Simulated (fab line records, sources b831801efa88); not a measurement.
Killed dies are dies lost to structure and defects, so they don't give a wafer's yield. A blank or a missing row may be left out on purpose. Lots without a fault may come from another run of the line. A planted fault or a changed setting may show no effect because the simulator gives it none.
One fault seen from 2 desks | flow gf180mcu | each desk has only its own numbers; what lay behind them comes last

THE TOOL OWNER'S DESK: rie_metal-03
The tool's own readings at GF_M3_METAL_ETCH_16 (etches the open film in Cl2/BCl3, stops on SiO2, target depth 750.8 nm, time 125.1 s): means of the sampled wafers that have a number, for each lot that ran on this tool. A lot is out of limits, marked OUT, if its mean lies more than 4 standard deviations from the usual mean; the brackets give that distance.
Columns: A = bias_w at GF_M3_METAL_ETCH_16, usual 140.0 W; B = drypump_motor_current_A at GF_M3_METAL_ETCH_16, usual 6.0 A; C = oes_product_au at GF_M3_METAL_ETCH_16, usual 0.988 a.u.; D = throttle_valve_pct at GF_M3_METAL_ETCH_16, usual 28.232 %
lot  | first seen here | A               | B   | C     | D
L920 | day 21 03:34    | 139.7           | 6.1 | 0.987 | 28.227
L935 | day 26 14:00    | 158.0 (+49) OUT | 6.1 | 0.989 | 28.228
L936 | day 26 18:55    | 174.3 (+93) OUT | 6.0 | 0.995 | 28.230
This desk's finding: out of limits on L935, L936; first on L935, day 26 14:00 (bias_w at GF_M3_METAL_ETCH_16). In limits: L920.

THE METROLOGY DESK
What the gauges read, lot by lot, whatever tool the lot ran on: means of the sampled wafers that have a number. A lot is out of limits, marked OUT, if its mean lies more than 4 standard deviations from the usual mean; the brackets give that distance.
Columns: A = M3_OVL at GF_M3_OVL_MEAS_15, usual -1 nm
lot  | first seen here | A
L920 | day 21 03:32    | -1
L922 | day 22 05:17    | -3
L923 | day 22 14:29    | 3
L927 | day 24 00:58    | -2
L928 | day 24 07:41    | -1
L932 | day 25 13:47    | -6
L935 | day 26 13:58    | 2
L936 | day 26 18:53    | -8
L939 | day 28 00:10    | -0
L940 | day 28 03:19    | -1
L942 | day 28 09:43    | -4
This desk's finding: nothing out of limits on any of the 11 lots.

PUT TOGETHER
The tool owner's desk could have raised an alarm at day 26 14:00, on L935, L936.
The metrology desk saw nothing out of limits.
The metrology desk has L935, L936 on record, within its limits.
Of the lots named, all ran GF_M3_METAL_ETCH_16 on rie_metal-03.

WHAT THE SIMULATOR HAD PUT IN
Process parameter drift: rie_metal-03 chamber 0, from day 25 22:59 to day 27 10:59, at GF_M3_METAL_ETCH_16. Setting bias_w, moved by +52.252, from 140. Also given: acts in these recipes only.
Lots struck among those shown: L935, L936.
Hours from the fault's start to each desk's first reading out of limits: the tool owner's desk, 15.
